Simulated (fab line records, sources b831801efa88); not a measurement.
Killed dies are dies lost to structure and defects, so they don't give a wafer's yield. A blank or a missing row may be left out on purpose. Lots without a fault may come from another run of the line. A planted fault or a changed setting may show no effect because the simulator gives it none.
A struck lot beside a sound one | flow sfq_line | 20 steps out of a route of 325
Sound: wafers L545.1, L545.3, L545.6. Struck: wafers L552.1, L552.5. The cause comes at the end.
At each step with rows: each side's tool, then ch and its chambers, then its first start. Under that, the readings that differ: sound wafers | struck wafers | difference of the means | sigmas: that difference in standard deviations of wafers without a fault.
alike: readings whose means differ by less than 2 such deviations, and words and numbers that are the same on both sides. not compared: withheld readings, readings that some wafer has no value for, bounds like >300 that may hide the same value, and numbers for which the record gives no deviation and whose values overlap.
The two part at a step that has a row with sigmas, a row that says differs or no value, or rows on one side only. Numbers that don't overlap but have no deviation are shown without sigmas and don't part them. A reading that every wafer of one side lacks parts them only if that side has two wafers or more.

first, 3 steps without rows for these wafers: SFQ_TRILAYER_C5_LITHO_EXPOSE_152 (exposes mask C5, target cd 500 nm); SFQ_TRILAYER_C5_LITHO_PEB_154 (peb time 60 s); SFQ_TRILAYER_C5_LITHO_DEVELOP_153 (time 60 s).
SFQ_C5_OVL_MEAS_937:
  sound on overlay-01, day 72 22:23; struck on overlay-01, day 74 12:54
  reading     | sound    | struck | difference | sigmas
  C5_OVL (nm) | 10 10 10 | -7 -12 | -20        | -3
SFQ_TRILAYER_C5_BARC_OPEN_VIA_ETCH_210: etches BARC in O2, target depth 125 nm, time 41.7 s.
  sound on rie_diel-02 ch 0,2, day 72 22:25; struck on rie_diel-01 ch 2, day 74 12:56
  alike: drypump_motor_current_A, oes_product_au
  not compared: rf_hours_counter_h
SFQ_TRILAYER_C5_ETCH_VIA_ETCH_154: etches SiO2 in CHF3, stops on Nb, target depth 84 nm.
  sound on rie_diel-02 ch 0,2, day 72 22:27; struck on rie_diel-01 ch 2, day 74 12:59
  alike: drypump_motor_current_A, oes_product_au
SFQ_TRILAYER_C5_STRIP_STRIP_155: strips in O2.
  sound on rie_metal-02 ch 0,1, day 72 22:30; struck on rie_metal-03 ch 0,1, day 74 13:01
  alike: drypump_motor_current_A, oes_product_au
  not compared: rf_hours_counter_h
then, 2 steps without rows for these wafers: SFQ_TRILAYER_C5_STRIP_SOLV_CLEAN_156 (cleans in NMP, time 600 s); SFQ_TRILAYER_M6_DEP_PRE_CLEAN_158 (time 22.5 s).
SFQ_TRILAYER_M6_DEP_SPUTTER_157: material Nb, target thk 200 nm, time 133.3 s.
  sound on pvd_sputter-03, day 72 23:18; struck on pvd_sputter-03, day 74 13:50
  alike: throttle_valve_pct
SFQ_M6_RS_MEAS_938: measures by four-point-probe.
  sound on film_metro-04, day 72 23:23; struck on film_metro-04, day 74 13:55
  reading           | sound             | struck      | difference | sigmas
  M6_NB_RS (ohm/sq) | 0.904 0.900 0.908 | 0.869 0.875 | -0.032     | -3
SFQ_TRILAYER_M6_LITHO_COAT_164: resist thk 62 nm.
  sound on litho_track-02 ch 0, day 72 23:34; struck on litho_track-02 ch 0, day 74 14:06
  reading                                              | sound             | struck      | difference | sigmas
  model.BARC_of_TRILAYER_M6_LITHO_COAT_164.thk_nm (nm) | 61.88 61.86 61.92 | 60.61 60.68 | -1.24      |
then, 5 steps without rows for these wafers: SFQ_TRILAYER_M6_LITHO_COAT_159 (resist thk 600 nm); SFQ_TRILAYER_M6_LITHO_SOFTBAKE_163; SFQ_TRILAYER_M6_LITHO_EXPOSE_160 (exposes mask M6, target cd 500 nm); SFQ_TRILAYER_M6_LITHO_PEB_162 (peb time 60 s); SFQ_TRILAYER_M6_LITHO_DEVELOP_161 (time 60 s).
-- the record jumps here: 4 days lie between the struck wafers' starts before and after --
SFQ_M6_OVL_MEAS_940:
  sound on overlay-01, day 77 04:48; struck on overlay-01, day 78 19:12
  alike: M6_OVL
SFQ_TRILAYER_M6_BARC_OPEN_METAL_ETCH_206: etches BARC in O2, target depth 125 nm, time 41.7 s.
  sound on rie_metal-03 ch 0,1, day 77 04:50; struck on rie_metal-04 ch 0, day 78 19:14
  reading                  | sound             | struck      | difference | sigmas
  oes_product_au (a.u.)    | 0.691 0.688 0.685 | 0.678 0.679 | -0.009     | -2
  model.etch.depth_nm (nm) | 61.88 61.86 61.92 | 60.61 60.68 | -1.24      |
  alike: drypump_motor_current_A
  not compared: rf_hours_counter_h
SFQ_TRILAYER_M6_ETCH_METAL_ETCH_162: etches Nb in Cl2/Ar, stops on SiO2, target depth 240 nm, time 120 s.
  sound on rie_metal-03 ch 0,1, day 77 04:54; struck on rie_metal-04 ch 0, day 78 19:22
  reading               | sound             | struck      | difference | sigmas
  oes_product_au (a.u.) | 0.883 0.877 0.886 | 0.903 0.903 | +0.021     | +3
  alike: drypump_motor_current_A
  not compared: rf_hours_counter_h

WHERE THEY PART
First at SFQ_C5_OVL_MEAS_937; last, within this record, at SFQ_TRILAYER_M6_ETCH_METAL_ETCH_162.

WHY: what the simulator had put in
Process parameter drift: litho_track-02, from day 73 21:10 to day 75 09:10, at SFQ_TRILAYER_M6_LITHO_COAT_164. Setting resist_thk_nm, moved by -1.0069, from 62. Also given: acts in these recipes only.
